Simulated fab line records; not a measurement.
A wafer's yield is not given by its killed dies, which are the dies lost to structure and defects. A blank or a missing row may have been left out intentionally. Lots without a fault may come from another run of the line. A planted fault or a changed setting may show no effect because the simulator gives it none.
Comparing a struck lot with a sound one + flow sfq_line + 42 steps out of a route of 325
Sound: these wafers, L215.1, L215.4, L215.6. Struck: wafers L221.2, L221.5. (L221.6 of the same lot was not struck and is left out.) The cause comes at the end.
For every step that has rows: the tool of each side, followed by ch and its chambers, followed by its first start. Under that, the readings that differ: sound wafers + struck wafers + difference of the means + sigmas: that difference in standard deviations of wafers without a fault.
alike: a reading whose means differ by less than 2 such deviations, as well as words and numbers matching on both sides. not compared: withheld readings; readings where some wafer has no value; bounds like >300 that might hide an equal value; numbers whose values overlap and for which the record gives no deviation.
Wherever a step has rows on one side only, a row that says differs or no value, or a row with sigmas, the two part there. Numbers that have no deviation but don't overlap get no sigmas and don't part them. Lack of a reading on every wafer of one side parts them only where that side has two or more wafers.

SFQ_L0_RS_MEAS_901: measurement is done with a four-point probe.
  sound on film_metro-02 at day 2 08:34; struck on film_metro-02 at day 3 14:35
  alike: L0_MONX_KI_RS
SFQ_L0_THK_MEAS_902: measures by xrf.
  sound on film_metro-02 at day 2 08:41; struck on film_metro-02 at day 3 14:41
  alike: L0_MONX_KI_THK
then, 6 steps without rows for these wafers: SFQ_TRILAYER_L0_LITHO_COAT_010 (resist thk 62 nm); SFQ_TRILAYER_L0_LITHO_COAT_005 (resist thk 600 nm); SFQ_TRILAYER_L0_LITHO_SOFTBAKE_009; SFQ_TRILAYER_L0_LITHO_EXPOSE_006 (exposes mask L0, target cd 2000 nm); SFQ_TRILAYER_L0_LITHO_PEB_008 (peb time 60 s); SFQ_TRILAYER_L0_LITHO_DEVELOP_007 (time 60 s).
-- the record jumps here: 3 days lie between the struck wafers' starts before and after --
SFQ_TRILAYER_L0_BARC_OPEN_METAL_ETCH_010: etches BARC in O2, target depth 125 nm, time 41.7 s.
  sound on rie_metal-02 ch 0,1, day 5 05:30; struck on rie_metal-01 ch 1, day 6 17:30
  alike: drypump_motor_current_A, he_backside_leak_sccm, oes_product_au
  not compared: rf_hours_counter_h
then, 1 step without rows for these wafers: SFQ_TRILAYER_L0_ETCH_METAL_ETCH_008 (etches MoNx KI in SF6/O2, stops on SiO2, target depth 50 nm, time 25 s).
SFQ_TRILAYER_L0_STRIP_STRIP_009: strips in O2.
  sound on rie_metal-02 ch 0,1, day 5 05:36; struck on rie_metal-01 ch 1, day 6 17:36
  alike: drypump_motor_current_A, he_backside_leak_sccm, oes_product_au
  not compared: rf_hours_counter_h
then, 1 step without rows for these wafers: SFQ_TRILAYER_L0_STRIP_SOLV_CLEAN_010 (cleans in NMP, time 600 s).
SFQ_TRILAYER_L0_CAP_PECVD_011: deposits SiO2 from SiH4/N2O, time 13.333 s, target thk 60 nm.
  sound on pecvd-03 ch 1,2, day 5 06:23; struck on pecvd-01 ch 1,2, day 6 18:23
| reading                                             | sound             | struck      | difference | sigmas |
|-----------------------------------------------------|-------------------|-------------|------------|--------|
| model.SiO2_of_TRILAYER_L0_CAP_PECVD_011.thk_nm (nm) | 59.68 60.51 60.67 | 99.83 99.99 | +39.62     |        |
  alike: heater_power_w, throttle_valve_pct
then, 6 steps without rows for these wafers: SFQ_TRILAYER_L0_VIA_LITHO_COAT_018 (resist thk 62 nm); SFQ_TRILAYER_L0_VIA_LITHO_COAT_013 (resist thk 650 nm); SFQ_TRILAYER_L0_VIA_LITHO_SOFTBAKE_017; SFQ_TRILAYER_L0_VIA_LITHO_EXPOSE_014 (exposes mask L0V, target cd 700 nm); SFQ_TRILAYER_L0_VIA_LITHO_PEB_016 (peb time 60 s); SFQ_TRILAYER_L0_VIA_LITHO_DEVELOP_015 (time 60 s).
-- the record jumps here: 4 days lie between the struck wafers' starts before and after --
SFQ_L0V_OVL_MEAS_903:
  sound on overlay-01 at day 8 22:32; struck on overlay-01 at day 10 18:05
  alike: L0V_OVL
then, 1 step without rows for these wafers: SFQ_TRILAYER_L0_VIA_BARC_OPEN_VIA_ETCH_021 (etches BARC in O2, target depth 125 nm, time 41.7 s).
SFQ_TRILAYER_L0_VIA_ETCH_VIA_ETCH_016: etches SiO2 in CHF3, stops on MoNx KI, target depth 80 nm.
  sound on rie_diel-02 ch 1,2,3, day 8 22:36; struck on rie_diel-04 ch 0,2, day 10 18:09
| reading                         | sound             | struck      | difference | sigmas |
|---------------------------------|-------------------|-------------|------------|--------|
| oes_product_au (a.u.)           | 0.834 0.847 0.848 | 0.994 0.981 | +0.145     | +19    |
| model.etch.depth_nm (nm)        | 59.68 60.51 60.67 | 78.3 77.89  | +17.8      |        |
| model.L0V.feature_depth_nm (nm) | 59.68 60.51 60.67 | 78.3 77.89  | +17.8      |        |
  alike: drypump_motor_current_A
then, 2 steps without rows for these wafers: SFQ_TRILAYER_L0_VIA_STRIP_STRIP_017 (strips in O2); SFQ_TRILAYER_L0_VIA_STRIP_SOLV_CLEAN_018 (cleans in NMP, time 600 s).
SFQ_TRILAYER_M0_DEP_PRE_CLEAN_020: time 15 s.
  sound on pvd_sputter-06 at day 8 23:26; struck on pvd_sputter-06 at day 10 18:58
| reading                                             | sound             | struck      | difference | sigmas |
|-----------------------------------------------------|-------------------|-------------|------------|--------|
| model.SiO2_of_TRILAYER_L0_CAP_PECVD_011.thk_nm (nm) | 54.68 55.51 55.67 | 94.83 94.99 | +39.62     |        |
SFQ_TRILAYER_M0_DEP_SPUTTER_019: material Nb, target thk 200 nm, time 133.3 s.
  sound on pvd_sputter-06 at day 8 23:28; struck on pvd_sputter-06 at day 10 19:00
  alike: cathode_dc_power_W, throttle_valve_pct
SFQ_M0_RS_MEAS_904: measurement is done with a four-point probe.
  sound on film_metro-04 at day 8 23:34; struck on film_metro-04 at day 10 19:07
  alike: M0_NB_RS
then, 6 steps without rows for these wafers: SFQ_TRILAYER_M0_LITHO_COAT_026 (resist thk 62 nm); SFQ_TRILAYER_M0_LITHO_COAT_021 (resist thk 600 nm); SFQ_TRILAYER_M0_LITHO_SOFTBAKE_025; SFQ_TRILAYER_M0_LITHO_EXPOSE_022 (exposes mask M0, target cd 500 nm); SFQ_TRILAYER_M0_LITHO_PEB_024 (peb time 60 s); SFQ_TRILAYER_M0_LITHO_DEVELOP_023 (time 60 s).
-- the record jumps here: 3 days lie between the struck wafers' starts before and after --
SFQ_M0_OVL_MEAS_906:
  sound on overlay-02 at day 13 05:01; struck on overlay-01 at day 13 12:14
  alike: M0_OVL
then, 1 step without rows for these wafers: SFQ_TRILAYER_M0_BARC_OPEN_METAL_ETCH_031 (etches BARC in O2, target depth 125 nm, time 41.7 s).
SFQ_TRILAYER_M0_ETCH_METAL_ETCH_024: etches Nb in Cl2/Ar, stops on SiO2, target depth 240 nm, time 120 s.
  sound on rie_metal-03 ch 0,1, day 13 05:07; struck on rie_metal-03 ch 0, day 13 12:25
  alike: drypump_motor_current_A, he_backside_leak_sccm, oes_product_au
  not compared: rf_hours_counter_h
then, 3 steps without rows for these wafers: SFQ_TRILAYER_M0_STRIP_STRIP_025 (strips in O2); SFQ_TRILAYER_M0_STRIP_SOLV_CLEAN_026 (cleans in NMP, time 600 s); SFQ_TRILAYER_I0_DEP_PECVD_027 (deposits SiO2 from SiH4/N2O, time 111.11 s, target thk 500 nm).
SFQ_TRILAYER_I0_CMP_CMP_028: polishes SiO2.
  sound on cmp-02 ch 0,1,2, day 13 06:36; struck on cmp-02 ch 0,1, day 13 15:36
  alike: motor_current_A, slurry_filter_dp_kPa, time_to_endpoint_s
SFQ_I0_BOW_MEAS_907:
  sound on film_metro-03 at day 13 09:06; struck on film_metro-01 at day 13 18:07
  alike: I0_BOW
-- the record jumps here: 61 days lie between the struck wafers' starts before and after (it left off in module I0 and takes up again in module M8, whose first step shown is number 325 of the route) --
SFQ_M8_BOW_MEAS_951:
  sound on film_metro-03 at day 70 13:32; struck on film_metro-01 at day 75 04:15
| reading                  | sound             | struck      | difference | sigmas |
|--------------------------|-------------------|-------------|------------|--------|
| M8_BOW (um)              | 10 -1 -1          | 24 35       | +27        | +2     |
| model.etest.l0v.link_ohm | 44.77 44.58 44.59 | 1e+06 1e+06 | +1e+06     |        |

WHERE THEY PART
Earliest at SFQ_TRILAYER_L0_VIA_ETCH_VIA_ETCH_016; latest, in this record, at SFQ_M8_BOW_MEAS_951.

WHY: whatever the simulator had introduced
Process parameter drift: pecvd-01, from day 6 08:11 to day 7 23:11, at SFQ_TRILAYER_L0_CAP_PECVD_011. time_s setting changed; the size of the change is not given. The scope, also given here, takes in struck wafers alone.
